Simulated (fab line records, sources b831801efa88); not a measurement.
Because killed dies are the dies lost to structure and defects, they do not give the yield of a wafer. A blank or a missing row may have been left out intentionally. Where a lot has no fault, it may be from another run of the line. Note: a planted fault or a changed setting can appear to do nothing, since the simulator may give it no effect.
fab line records	flow sky130
[record] lots = 13	wafers = 39	last-day = 50
route steps=708 shown NWELL@68 LDD_N@241 LDD_P@266 SD_P@327
lots that met no fault: from a run of the same line without faults
start-h: the number of hours between the record's first day and the start of the first shown wafer of the lot	wait-h: time in hours since the lot's previous step	" unchanged from the row above	L1.1+2: several wafers, shown together as one row	- no value present, or no start provided	* or withheld: withheld	< > ~ a bound
route shown NAME@n: NAME is a module with steps in the file, n the number in the route of the first one	usual: mean/standard deviation taken from wafers without a fault	same: alike in all rows	chamber/n: place in a boat	sites: the reading at each site	_std_site: their standard deviation	_edge_site: the outer-site mean with the inner-site mean subtracted	radius-mm: for every site, how far away it sits from the centre of the wafer	mask NAME#n: copy n	behind: the tool/chamber that last shaped the wafer	hold: what put the lot on hold/how long, in hours/how the hold closed	device: the n, p or np transistor that did not switch	end of line: the same wafers' tests at the end of the route	a step given without rows: its recipe and nothing more	killed: the dies lost at the first sort to structure and to defects; this is not the yield of the wafer	map: a wafer's dies, x killed, . not, _ none there
set.NAME: the run value of the setting; set.NAME@STEP: its run value at that earlier step	model.NAME: the simulator's own value behind a step, which no gauge read
one table for each step of the route and one row for each wafer, over a sample of lots
services: when a tool's chamber went out of use (start-h, in hours from the record's first day, below 0 if earlier), for how many hours, and the reason
[[steps]]
[step SKY_NWELL_TW_MEAS_15]
[usual] NWELL_TW = 1818/24
lot.wafer	tool	chamber	start-h	wait-h	NWELL_TW
L709.3	film-metro-02	-	94.20	0.1	1814
L709.4	"	-	"	"	1798
L709.5	"	-	"	"	1802
L712.1	film-metro-03	-	111.74	0.1	1847
L712.2	"	-	"	"	1841
L712.4	"	-	"	"	1846
L713.1	film-metro-03	-	115.08	0.1	1842
L713.4	"	-	"	"	1849
L713.5	"	-	"	"	1843
L715.2	film-metro-01	-	127.20	0.1	1796
L715.3	"	-	"	"	1786
L715.5	"	-	"	"	1792
L716.1	film-metro-03	-	131.97	0.1	1850
L716.2	"	-	"	"	1854
L716.4	"	-	"	"	1850
L717.1	film-metro-03	-	143.44	0.1	1852
L717.4	"	-	"	"	1843
L717.6	"	-	"	"	1851
L718.4	film-metro-02	-	143.50	0.1	1810
L718.5	"	-	"	"	1808
L718.6	"	-	"	"	1798
L719.1	film-metro-02	-	149.17	0.1	1817
L719.2	"	-	"	"	1811
L719.6	"	-	"	"	1813
L720.2	film-metro-01	-	154.35	0.1	1806
L720.4	"	-	"	"	1806
L720.5	"	-	"	"	1795
L727.1	film-metro-02	-	196.27	0.1	1818
L727.3	"	-	"	"	1816
L727.4	"	-	"	"	1830
L729.1	film-metro-02	-	209.42	0.1	1813
L729.4	"	-	"	"	1811
L729.5	"	-	"	"	1802
L730.2	film-metro-02	-	214.19	0.1	1812
L730.3	"	-	"	"	1810
L730.6	"	-	"	"	1815
L731.3	film-metro-01	-	218.14	0.1	1797
L731.4	"	-	"	"	1789
L731.6	"	-	"	"	1788
[step SKY_LDD_N_EXPOSE_04]
[recipe] mask-id = NTM	target-cd-nm = 840	na = 0.6	source-shape = conventional	sigma-outer = 0.6	dose-mj = 110
[usual] exposure-dose-mJ-cm2 = 109.99/0.092
lot.wafer	tool	chamber	start-h	wait-h	mask	exposure-dose-mJ-cm2
L709.3	iline-stepper-01	0	396.27	-	NTM#0	110.02
L709.4	"	0	"	"	NTM#0	110.15
L709.5	"	0	"	"	NTM#0	110.13
L712.1	iline-stepper-01	0	423.74	-	NTM#0	109.93
L712.2	"	0	"	"	NTM#0	109.81
L712.4	"	0	"	"	NTM#0	110.01
L713.1	iline-stepper-02	0	430.79	-	NTM#0	109.97
L713.4	"	0	"	"	NTM#0	109.97
L713.5	"	0	"	"	NTM#0	109.95
L715.2	iline-stepper-02	0	454.05	-	NTM#0	110.07
L715.3	"	0	"	"	NTM#0	110.08
L715.5	"	0	"	"	NTM#0	110.11
L716.1	iline-stepper-01	0	463.15	-	NTM#0	109.92
L716.2	"	0	"	"	NTM#0	109.90
L716.4	"	0	"	"	NTM#0	109.96
L717.1	iline-stepper-01	0	476.26	-	NTM#0	110.16
L717.4	"	0	"	"	NTM#0	110.03
L717.6	"	0	"	"	NTM#0	109.93
L718.4	iline-stepper-02	0	477.70	-	NTM#0	109.97
L718.5	"	0	"	"	NTM#0	109.98
L718.6	"	0	"	"	NTM#0	109.94
L719.1	iline-stepper-02	0	490.60	-	PSDM#0	110.05
L719.2	"	0	"	"	PSDM#0	110.05
L719.6	"	0	"	"	PSDM#0	109.93
L720.2	iline-stepper-01	0	493.29	-	NTM#0	109.94
L720.4	"	0	"	"	NTM#0	109.86
L720.5	"	0	"	"	NTM#0	109.89
L727.1	iline-stepper-01	0	553.48	-	NTM#0	109.98
L727.3	"	0	"	"	NTM#0	109.96
L727.4	"	0	"	"	NTM#0	109.83
L729.1	iline-stepper-02	0	570.45	-	NTM#0	109.99
L729.4	"	0	"	"	NTM#0	110.17
L729.5	"	0	"	"	NTM#0	110.02
L730.2	iline-stepper-02	0	576.01	-	NTM#0	109.95
L730.3	"	0	"	"	NTM#0	109.99
L730.6	"	0	"	"	NTM#0	109.88
L731.3	iline-stepper-02	0	580.47	-	NTM#0	109.91
L731.4	"	0	"	"	NTM#0	109.83
L731.6	"	0	"	"	NTM#0	109.89
[step SKY_LDD_N_OVL_MEAS_07]
[usual] LDD_N_OVL = 0.9/1.3
lot.wafer	tool	chamber	start-h	wait-h	LDD_N_OVL[nm]
L709.3	overlay-02	-	410.84	0.1	1.3
L709.4	"	-	"	"	-0.1
L709.5	"	-	"	"	-1.6
L712.1	overlay-02	-	438.95	0.1	0.2
L712.2	"	-	"	"	-0.2
L712.4	"	-	"	"	-0.8
L713.1	overlay-01	-	445.85	0.1	-1.4
L713.4	"	-	"	"	-0.1
L713.5	"	-	"	"	-0.7
L715.2	overlay-01	-	469.92	0.1	1.5
L715.3	"	-	"	"	-0.1
L715.5	"	-	"	"	1.3
L716.1	overlay-01	-	478.16	0.1	0.1
L716.2	"	-	"	"	0.6
L716.4	"	-	"	"	0.0
L717.1	overlay-02	-	491.93	0.1	-0.9
L717.4	"	-	"	"	1.1
L717.6	"	-	"	"	-1.7
L718.4	overlay-01	-	492.85	0.1	1.1
L718.5	"	-	"	"	2.3
L718.6	"	-	"	"	1.2
L719.1	overlay-01	-	505.33	0.1	-
L719.2	"	-	"	"	-
L719.6	"	-	"	"	-
L720.2	overlay-01	-	507.72	0.1	2.5
L720.4	"	-	"	"	2.1
L720.5	"	-	"	"	0.6
L727.1	overlay-02	-	567.69	0.1	2.7
L727.3	"	-	"	"	2.1
L727.4	"	-	"	"	2.0
L729.1	overlay-02	-	585.08	0.1	0.2
L729.4	"	-	"	"	-0.5
L729.5	"	-	"	"	-0.2
L730.2	overlay-01	-	590.79	0.1	1.3
L730.3	"	-	"	"	0.2
L730.6	"	-	"	"	0.4
L731.3	overlay-02	-	595.56	0.1	-0.4
L731.4	"	-	"	"	-1.6
L731.6	"	-	"	"	-0.2
[step SKY_LDD_N_TW_MEAS_17]
[usual] LDD_N_TW = 2594/43
lot.wafer	tool	chamber	start-h	wait-h	LDD_N_TW
L709.3	film-metro-04	-	412.19	0.1	2571
L709.4	"	-	"	"	2577
L709.5	"	-	"	"	2573
L712.1	film-metro-01	-	440.30	0.1	2569
L712.2	"	-	"	"	2564
L712.4	"	-	"	"	2565
L713.1	film-metro-04	-	447.18	0.1	2553
L713.4	"	-	"	"	2551
L713.5	"	-	"	"	2548
L715.2	film-metro-01	-	471.26	0.1	2545
L715.3	"	-	"	"	2549
L715.5	"	-	"	"	2544
L716.1	film-metro-03	-	479.50	0.1	2665
L716.2	"	-	"	"	2635
L716.4	"	-	"	"	2643
L717.1	film-metro-03	-	493.27	0.1	2645
L717.4	"	-	"	"	2643
L717.6	"	-	"	"	2642
L718.4	film-metro-01	-	494.20	0.1	2548
L718.5	"	-	"	"	2559
L718.6	"	-	"	"	2552
L719.1	film-metro-01	-	506.67	0.1	30
L719.2	"	-	"	"	30
L719.6	"	-	"	"	30
L720.2	film-metro-03	-	509.06	0.1	2636
L720.4	"	-	"	"	2645
L720.5	"	-	"	"	2635
L727.1	film-metro-01	-	569.03	0.1	2556
L727.3	"	-	"	"	2570
L727.4	"	-	"	"	2564
L729.1	film-metro-03	-	586.42	0.1	2644
L729.4	"	-	"	"	2651
L729.5	"	-	"	"	2659
L730.2	film-metro-04	-	592.13	0.1	2563
L730.3	"	-	"	"	2544
L730.6	"	-	"	"	2565
L731.3	film-metro-04	-	596.90	0.1	2549
L731.4	"	-	"	"	2538
L731.6	"	-	"	"	2560
[step SKY_LDD_P_TW_MEAS_11]
[usual] LDD_P_TW = 643/10
lot.wafer	tool	chamber	start-h	wait-h	LDD_P_TW
L709.3	film-metro-03	-	443.16	0.1	652
L709.4	"	-	"	"	653
L709.5	"	-	"	"	653
L712.1	film-metro-01	-	472.16	0.1	631
L712.2	"	-	"	"	630
L712.4	"	-	"	"	629
L713.1	film-metro-02	-	478.89	0.1	641
L713.4	"	-	"	"	635
L713.5	"	-	"	"	638
L715.2	film-metro-02	-	502.47	0.1	640
L715.3	"	-	"	"	640
L715.5	"	-	"	"	641
L716.1	film-metro-01	-	510.49	0.1	633
L716.2	"	-	"	"	633
L716.4	"	-	"	"	634
L717.1	film-metro-01	-	523.76	0.1	635
L717.4	"	-	"	"	633
L717.6	"	-	"	"	638
L718.4	film-metro-01	-	525.13	0.1	632
L718.5	"	-	"	"	634
L718.6	"	-	"	"	634
L719.1	film-metro-02	-	537.04	0.1	2588
L719.2	"	-	"	"	2596
L719.6	"	-	"	"	2591
L720.2	film-metro-02	-	539.47	0.1	640
L720.4	"	-	"	"	644
L720.5	"	-	"	"	646
L727.1	film-metro-03	-	598.84	0.1	655
L727.3	"	-	"	"	656
L727.4	"	-	"	"	657
L729.1	film-metro-01	-	616.60	0.1	626
L729.4	"	-	"	"	624
L729.5	"	-	"	"	628
L730.2	film-metro-03	-	621.71	0.1	658
L730.3	"	-	"	"	654
L730.6	"	-	"	"	655
L731.3	film-metro-03	-	626.33	0.1	660
L731.4	"	-	"	"	659
L731.6	"	-	"	"	653
[step SKY_SD_P_CD_MEAS_07]
[recipe] target-cd-nm = 380
[usual] cd-nm = 380.3/2.3
lot.wafer	tool	chamber	start-h	wait-h	cd-nm
L709.3	cd-sem-02	-	597.22	0.1	381.1
L709.4	"	-	"	"	380.0
L709.5	"	-	"	"	379.0
L712.1	cd-sem-01	-	626.20	0.1	381.8
L712.2	"	-	"	"	383.2
L712.4	"	-	"	"	382.7
L713.1	cd-sem-01	-	630.06	0.1	380.0
L713.4	"	-	"	"	381.1
L713.5	"	-	"	"	381.9
L715.2	cd-sem-01	-	653.60	0.1	379.6
L715.3	"	-	"	"	378.9
L715.5	"	-	"	"	383.3
L716.1	cd-sem-01	-	660.87	0.2	383.7
L716.2	"	-	"	"	383.4
L716.4	"	-	"	"	385.8
L717.1	cd-sem-01	-	674.08	0.1	382.7
L717.4	"	-	"	"	385.3
L717.6	"	-	"	"	383.5
L718.4	cd-sem-01	-	674.47	0.1	379.1
L718.5	"	-	"	"	379.2
L718.6	"	-	"	"	379.7
L719.1	cd-sem-01	-	685.61	0.1	381.8
L719.2	"	-	"	"	382.4
L719.6	"	-	"	"	381.4
L720.2	cd-sem-01	-	687.78	0.1	383.6
L720.4	"	-	"	"	381.3
L720.5	"	-	"	"	380.6
L727.1	cd-sem-01	-	744.00	0.1	376.9
L727.3	"	-	"	"	375.4
L727.4	"	-	"	"	376.5
L729.1	cd-sem-01	-	757.75	0.1	376.0
L729.4	"	-	"	"	378.0
L729.5	"	-	"	"	379.9
L730.2	cd-sem-02	-	764.15	0.1	379.7
L730.3	"	-	"	"	381.0
L730.6	"	-	"	"	381.6
L731.3	cd-sem-02	-	766.85	0.1	385.0
L731.4	"	-	"	"	381.2
L731.6	"	-	"	"	383.3
[step SKY_SD_P_STRIP_10]
[recipe] chemistry = O2/N2	power-w = 1400	pressure-mtorr = 1500	platen-temp-c = withheld	o2-flow-sccm = 3000	n2-flow-sccm = 300	overash-fraction = 0.5
[usual] drypump-motor-current-A = 6.0/0.61	oes-product-au = 0.618/0.0049	strip-time-to-endpoint-s = 17.49/0.037
lot.wafer	tool	chamber	start-h	wait-h	drypump-motor-current-A	oes-product-au	rf-hours-counter-h	strip-time-to-endpoint-s
L709.3	plasma-asher-04	1	597.58	0.2	5.4	0.620	-	17.48
L709.4	"	0	"	"	5.0	0.612	-	17.51
L709.5	"	0	"	"	5.0	0.608	-	17.46
L712.1	plasma-asher-04	1	626.51	0.1	5.4	0.618	53	17.49
L712.2	"	0	"	"	5.0	0.617	53	17.49
L712.4	"	1	"	"	5.4	0.615	-	17.48
L713.1	plasma-asher-03	1	630.37	0.1	6.8	0.610	23	17.55
L713.4	"	0	"	"	5.8	0.617	-	17.52
L713.5	"	1	"	"	6.8	0.616	-	17.56
L715.2	plasma-asher-01	0	653.89	0.1	5.5	0.623	91	17.50
L715.3	"	0	"	"	5.5	0.622	-	17.49
L715.5	"	1	"	"	6.2	0.624	-	17.46
L716.1	plasma-asher-03	1	661.17	0.1	6.8	0.621	26	17.51
L716.2	"	0	"	"	5.8	0.616	26	17.48
L716.4	"	0	"	"	5.8	0.619	-	17.46
L717.1	plasma-asher-03	1	674.39	0.1	6.8	0.622	27	17.50
L717.4	"	0	"	"	5.7	0.627	-	17.48
L717.6	"	0	"	"	5.8	0.616	-	17.49
L718.4	plasma-asher-04	1	674.75	0.1	5.4	0.608	-	17.51
L718.5	"	1	"	"	5.4	0.622	-	17.47
L718.6	"	0	"	"	5.0	0.625	-	17.51
L719.1	plasma-asher-03	1	685.92	0.1	6.8	0.623	29	17.55
L719.2	"	0	"	"	5.8	0.621	29	17.56
L719.6	"	1	"	"	6.8	0.609	-	17.52
L720.2	plasma-asher-03	1	688.07	0.1	6.8	0.620	29	17.48
L720.4	"	0	"	"	5.8	0.612	-	17.55
L720.5	"	1	"	"	6.8	0.625	-	17.49
L727.1	plasma-asher-03	0	744.31	0.1	5.8	0.618	34	17.46
L727.3	"	1	"	"	6.8	0.624	-	17.53
L727.4	"	0	"	"	5.8	0.620	-	17.52
L729.1	plasma-asher-03	1	758.06	0.1	6.8	0.617	35	17.49
L729.4	"	1	"	"	6.8	0.620	-	17.48
L729.5	"	0	"	"	5.8	0.623	-	17.48
L730.2	plasma-asher-01	0	764.44	0.1	5.4	0.616	2	17.51
L730.3	"	1	"	"	6.2	0.615	-	17.48
L730.6	"	0	"	"	5.4	0.620	-	17.52
L731.3	plasma-asher-03	1	767.15	0.1	6.8	0.618	-	17.41
L731.4	"	0	"	"	5.8	0.617	-	17.46
L731.6	"	0	"	"	5.8	0.616	-	17.45
[[services]]
tool	chamber	start-h	hours	kind
plasma-asher-03	-	386.08	3.9	repair
plasma-asher-01	-	414.34	14.6	pm
plasma-asher-03	-	421.25	9.0	pm
plasma-asher-03	0	421.25	9.0	vent-cycle
plasma-asher-03	1	421.25	9.0	vent-cycle
plasma-asher-03	0	430.25	-	clean
plasma-asher-03	1	430.25	-	clean
plasma-asher-01	-	453.33	28.1	pm
iline-stepper-02	-	465.72	2.1	pm
iline-stepper-02	-	467.81	-	consumable-replace:lamp
iline-stepper-01	-	485.93	1.7	pm
iline-stepper-02	-	524.72	1.7	pm
plasma-asher-01	-	578.55	27.1	pm
iline-stepper-02	-	633.56	12.2	repair
iline-stepper-01	-	704.11	1.7	pm
plasma-asher-04	-	708.31	4.0	pm
plasma-asher-03	-	717.15	5.1	repair
plasma-asher-01	-	733.75	9.0	pm
plasma-asher-01	0	733.75	9.0	vent-cycle
plasma-asher-01	1	733.75	9.0	vent-cycle
plasma-asher-01	0	742.75	-	clean
plasma-asher-01	1	742.75	-	clean
iline-stepper-02	-	742.91	1.7	pm
iline-stepper-02	-	747.21	4.4	pm
[[key]]
[first-sign] step = SKY_LDD_N_EXPOSE_04	reading = mask	direction = changed
[effect] step = SKY_LDD_N_OVL_MEAS_07	reading = LDD_N_OVL	direction = missing
[effect] step = SKY_LDD_N_TW_MEAS_17	reading = LDD_N_TW	direction = down	sigmas = 59	usual = 2594	struck = 30
[effect] step = SKY_LDD_P_TW_MEAS_11	reading = LDD_P_TW	direction = up	sigmas = 99+	usual = 643	struck = 2592
met-at SKY_LDD_N_EXPOSE_04
struck-lots L719
sort-left-out L719.1,L719.2,L719.6
tester-left-out L719
not-acting-at SKY_NWELL_TW_MEAS_15,SKY_SD_P_CD_MEAS_07,SKY_SD_P_STRIP_10
onset-between 477.70 490.60
[fault] kind = wrong-mask	tool = any	chamber = -	onset-h = 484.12	steps = SKY_LDD_N_EXPOSE_04	aux-copy = PSDM#0	scope = struck-lots-only
// tester-left-out: of these lots the tester's yield and bins aren't shown, on N5 and GAA mostly nor the transistor test; their killed dies are dies lost to structure and defects alone, not to doping, threshold or leakage, so they don't give the yield
// sort-left-out: the simulated sort isn't trusted on such a fault, so these wafers' sort isn't shown, and their yield isn't known
